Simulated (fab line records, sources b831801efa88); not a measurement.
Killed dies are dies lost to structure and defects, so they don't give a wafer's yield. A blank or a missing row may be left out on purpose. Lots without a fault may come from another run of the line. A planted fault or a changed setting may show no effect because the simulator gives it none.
A struck lot beside a sound one | flow gf180mcu | 17 steps out of a route of 602
Sound: wafers L473.2, L473.5, L473.6. Struck: wafers L476.4, L476.5, L476.6. The cause comes at the end.
At each step with rows: each side's tool, then ch and its chambers, then its first start. Under that, the readings that differ: sound wafers | struck wafers | difference of the means | sigmas: that difference in standard deviations of wafers without a fault.
alike: readings whose means differ by less than 2 such deviations, and words and numbers that are the same on both sides. not compared: withheld readings, readings that some wafer has no value for, bounds like >300 that may hide the same value, and numbers for which the record gives no deviation and whose values overlap.
The two part at a step that has a row with sigmas, a row that says differs or no value, or rows on one side only. Numbers that don't overlap but have no deviation are shown without sigmas and don't part them. A reading that every wafer of one side lacks parts them only if that side has two wafers or more.

GF_V1_CMP_04: polishes SiO2.
  sound on cmp-01 ch 0,1,3, day 17 10:45; struck on cmp-02 ch 0,3, day 18 19:23
  alike: motor_current_A, time_to_endpoint_s
GF_V1_BOW_MEAS_05:
  sound on film_metro-02, day 17 10:55; struck on film_metro-01, day 18 19:44
  alike: V1_BOW
then, 8 steps without rows for these wafers: GF_V1_DEHYDRATE_06 (time 60 s); GF_V1_HMDS_07 (prime time 60 s); GF_V1_COAT_08; GF_V1_COAT_09 (resist thk 1000 nm); GF_V1_SOFTBAKE_10 (time 60 s); GF_V1_EXPOSE_11 (exposes mask Via1, target cd 260 nm); GF_V1_PEB_12 (peb time 90 s); GF_V1_DEVELOP_13 (develop time 60 s).
GF_V1_CD_MEAS_14: target cd 260 nm.
  sound on cd_sem-01, day 18 09:55; struck on cd_sem-01, day 19 19:31
  alike: cd_nm
GF_V1_OVL_MEAS_15:
  sound on overlay-01, day 18 10:01; struck on overlay-01, day 19 19:35
  alike: V1_OVL
GF_V1_ETCH_16: etches BARC in N2/H2.
  sound on rie_diel-02 ch 0,1,3, day 18 10:03; struck on rie_diel-03 ch 0,1,2, day 19 19:36
  no value came back on the struck wafers for any of 6 readings (bias_w (W), chamber_pressure_mTorr (mTorr) and others); on the sound wafers bias_w (W) reads 99.82 100.27 100.65
GF_V1_ETCH_17: etches SiO2 in C4F8/O2/Ar, stops on TiN, target depth 630 nm.
  sound on rie_diel-02 ch 0,1,3; struck on rie_diel-03 ch 0,1,2
  reading                        | sound             | struck            | difference | sigmas
  chamber_pressure_mTorr (mTorr) | 40.08 40.03 40.05 | 40.04 39.96 39.96 | -0.07      | -2
  oes_product_au (a.u.)          | 0.854 0.852 0.859 | 0.376 0.376 0.374 | -0.480     | -99 or more
  alike: bias_w, rf_fwd_power_W
GF_V1_STRIP_18: strips in O2/N2.
  sound on plasma_asher-03 ch 0,1, day 18 10:11; struck on plasma_asher-03 ch 0,1, day 19 19:46
  reading               | sound             | struck            | difference | sigmas
  oes_product_au (a.u.) | 0.591 0.581 0.585 | 0.613 0.614 0.601 | +0.024     | +5
  alike: chamber_pressure_mTorr, drypump_motor_current_A, heater_power_w
  not compared: rf_hours_counter_h
then, 1 step without rows for these wafers: GF_V1_STRIP_19 (strips in post etch residue remover, time 1200 s).
-- the record jumps here: 10 days lie between the struck wafers' starts before and after (it left off in module V1 and takes up again in module PASSIVATION, whose first step shown is number 602 of the route) --
GF_PASSIVATION_PROBE_99:
  the record has rows for the struck wafers here (prober-01, day 30 07:29) and none for the sound ones

WHERE THEY PART
First at GF_V1_ETCH_16; last, within this record, at GF_PASSIVATION_PROBE_99.

WHY: what the simulator had put in
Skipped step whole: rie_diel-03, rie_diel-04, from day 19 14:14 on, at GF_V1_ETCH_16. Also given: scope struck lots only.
